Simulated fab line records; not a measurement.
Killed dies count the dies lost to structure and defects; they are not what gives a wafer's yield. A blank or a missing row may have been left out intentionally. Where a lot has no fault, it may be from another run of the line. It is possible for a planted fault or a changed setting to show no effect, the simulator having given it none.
Which tool was responsible? ; flow gf180mcu ; Sampling: 15 lots, 45 wafers, 3 of 602 route steps

WHAT EACH GAUGE READ, for each wafer
GF_V2_THK_MEAS_01.
lot;measured;on;V2_CVD_00_THK (nm)
L708;day 19 01:03;film-metro-03;591 597 600
L709;day 19 14:55;film-metro-04;587 595 601
L711;day 20 05:43;film-metro-01;604 603 601
L712;day 20 20:08;film-metro-04;591 586 589
L715;day 22 02:20;film-metro-04;593 594 594
L718;day 23 01:50;film-metro-01;601 596 598
L719;day 23 08:44;film-metro-04;602 592 602
L720;day 23 16:51;film-metro-03;602 589 591
L723;day 24 15:44;film-metro-03;589 594 594
L724;day 24 22:13;film-metro-03;598 591 595
L725;day 25 08:26;film-metro-01;606 600 603
L726;day 25 16:34;film-metro-04;596 593 598
L727;day 25 22:46;film-metro-04;589 592 592
L728;day 26 02:01;film-metro-01;616 604 605
L729;day 26 09:53;film-metro-03;614 607 615

GF_V2_BOW_MEAS_05.
lot;measured;on;V2_BOW (um)
L708;day 19 01:34;film-metro-01;108 97 116
L709;day 19 15:25;film-metro-01;89 93 108
L711;day 20 06:13;film-metro-01;99 94 111
L712;day 20 20:38;film-metro-04;101 92 96
L715;day 22 02:51;film-metro-03;99 96 96
L718;day 23 02:20;film-metro-01;101 87 100
L719;day 23 09:14;film-metro-04;105 99 105
L720;day 23 17:20;film-metro-04;119 98 97
L723;day 24 16:15;film-metro-04;99 95 94
L724;day 24 22:43;film-metro-04;100 101 110
L725;day 25 08:56;film-metro-04;106 100 104
L726;day 25 17:04;film-metro-03;98 102 93
L727;day 25 23:16;film-metro-03;93 98 110
L728;day 26 02:31;film-metro-01;90 107 97
L729;day 26 10:23;film-metro-04;86 83 96

EACH LOT AND THE TOOL THAT RAN IT (in order: tool; ch and the chambers of the sampled wafers; start)
lot;GF_M2_METAL_ETCH_16
L708;rie-metal-02 ch 0,1, day 19 00:21
L709;rie-metal-04 ch 0, day 19 14:05
L711;rie-metal-01 ch 0,1, day 20 04:58
L712;rie-metal-04 ch 0,1, day 20 19:24
L715;rie-metal-04 ch 0,1, day 22 01:38
L718;rie-metal-01 ch 0,1, day 23 01:07
L719;rie-metal-02 ch 1, day 23 07:55
L720;rie-metal-02 ch 1, day 23 15:59
L723;rie-metal-04 ch 0,1, day 24 15:02
L724;rie-metal-01 ch 0,1, day 24 21:31
L725;rie-metal-04 ch 0,1, day 25 07:43
L726;rie-metal-02 ch 0,1, day 25 15:51
L727;rie-metal-04 ch 0,1, day 25 22:03
L728;rie-metal-04 ch 0,1, day 26 01:18
L729;rie-metal-02 ch 0,1, day 26 09:10
- GF_M2_METAL_ETCH_16: etches the open film in Cl2/BCl3, stops on SiO2, target depth 627.5 nm, time 104.6 s.

WHAT THE TOOLS THEMSELVES READ (means of the sampled wafers that have a number; where no wafer has one, the mark that the record gives instead)
GF_M2_METAL_ETCH_16.
lot;tool;drypump-motor-current-A (A);mfc-cl2-sccm (sccm);oes-product-au (a.u.);throttle-valve-pct (%)
L708;rie-metal-02;5.9;79.90;0.976;28.248
L709;rie-metal-04;5.0;79.93;0.976;28.243
L711;rie-metal-01;5.8;80.05;0.983;28.246
L712;rie-metal-04;5.3;80.15;0.971;28.247
L715;rie-metal-04;5.5;79.82;0.966;28.250
L718;rie-metal-01;5.8;80.19;0.980;28.242
L719;rie-metal-02;6.2;80.01;0.976;28.238
L720;rie-metal-02;6.2;80.02;0.977;28.246
L723;rie-metal-04;5.5;80.06;0.969;28.258
L724;rie-metal-01;5.8;79.95;0.978;28.246
L725;rie-metal-04;5.5;80.35;0.975;28.252
L726;rie-metal-02;5.7;79.97;0.972;28.251
L727;rie-metal-04;5.5;80.19;0.973;28.239
L728;rie-metal-04;5.3;79.98;0.970;28.254
L729;rie-metal-02;5.9;79.93;0.971;28.244

THE ANSWER, worked out from the rows above alone
Rule: what is usual is taken from the lots themselves. Put in order of their means at a reading, lots are off if they are a third of the lots or fewer, leave a main group of 4 or more, and stand apart from it by a gap of 3 or more times the standard deviation of the main group's means; of several such gaps the widest counts. Not used: any main group whose means are identical at the precision the tables above print for the reading. A lot without any number at a reading at which 4 lots or more have one is off too. The other lots that the step has rows for count as sound. The gauges are gone through in route order, then the tools' own readings, and for those a lot's mean is taken as printed above. At the first step where some lot is off, the reading lying furthest off is the one used; lots without a number count as furthest.
Nothing can be told from this: no lot is off at any reading shown.

WHAT HAD BEEN PUT IN BY THE SIMULATOR
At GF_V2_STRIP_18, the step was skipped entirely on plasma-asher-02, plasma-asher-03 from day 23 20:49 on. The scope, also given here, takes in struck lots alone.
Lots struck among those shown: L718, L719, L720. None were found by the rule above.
